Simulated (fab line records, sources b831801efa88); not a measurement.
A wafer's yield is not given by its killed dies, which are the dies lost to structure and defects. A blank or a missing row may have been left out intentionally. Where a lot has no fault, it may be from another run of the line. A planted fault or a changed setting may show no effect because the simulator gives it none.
Comparing a struck lot with a sound one | flow gf180mcu | 14 steps out of a route of 602
Sound: the wafers L776.2, L776.3, L776.6. Struck: wafers L767.1, L767.4, L767.6. The cause is given at the end.
At each step with rows: each side's tool, then ch and its chambers, then its first start. Under that, the readings that differ: sound wafers | struck wafers | difference of the means | sigmas: that difference in standard deviations of wafers without a fault.
alike: readings with means less than 2 such deviations apart, plus words and numbers identical on both sides. not compared: withheld readings, readings lacking a value on some wafer, bounds such as >300 that could conceal the same value, and numbers that have no deviation in the record and whose values overlap.
A row with sigmas, a row that says differs or no value, or rows on one side alone: a step with any of these is where the two part. Non-overlapping numbers with no deviation appear without sigmas and do not part them. Lack of a reading on every wafer of one side parts them only where that side has two or more wafers.

first, 3 steps without rows for these wafers: GF_LVPWELL_EXPOSE_04 (exposes mask LVPWELL, target cd 600 nm); GF_LVPWELL_PEB_05; GF_LVPWELL_DEVELOP_06 (develop time 60 s).
GF_LVPWELL_OVL_MEAS_07:
  struck on overlay-02, day 5 01:10; sound on overlay-01, day 7 12:37
  alike: LVPWELL_OVL
then, 2 steps without rows for these wafers: GF_LVPWELL_IMPLANT_08; GF_LVPWELL_IMPLANT_09.
GF_LVPWELL_STRIP_10: strips in O2/N2.
  sound on plasma asher-01 ch 0,1, day 7 12:57; struck on plasma asher-04 ch 0, day 5 01:30
  alike: drypump motor current A, heater power w, oes product au, strip time to endpoint s
  not compared: rf hours counter h
GF_LVPWELL_TW_MEAS_11:
  struck on film metro-02, day 5 01:36; sound on film metro-04, day 7 13:04
  reading    | sound       | struck      | difference | sigmas
  LVPWELL_TW | 565 566 567 | 551 551 556 | -13        | -2
then, 4 steps without rows for these wafers: GF_MVSD_DEHYDRATE_00 (time 60 s); GF_MVSD_HMDS_01 (prime time 60 s); GF_MVSD_COAT_02 (resist thk 3000 nm); GF_MVSD_SOFTBAKE_03.
GF_MVSD_EXPOSE_04: exposes mask MVSD, target cd 1000 nm.
  struck on iline stepper-02, day 5 08:02; sound on iline stepper-02 ch 0, day 7 21:10
  no value came back on the struck wafers for any of 5 readings (exposure dose mJ cm2, focus offset nm (nm) and others); on the sound wafers exposure dose mJ cm2 reads 260.51 260.31 260.74
  alike: mask
then, 1 step without rows for these wafers: GF_MVSD_PEB_05.

WHERE THEY PART
At GF_LVPWELL_TW_MEAS_11 first; at GF_MVSD_EXPOSE_04 last (within this record only).

WHY: what had been put in by the simulator
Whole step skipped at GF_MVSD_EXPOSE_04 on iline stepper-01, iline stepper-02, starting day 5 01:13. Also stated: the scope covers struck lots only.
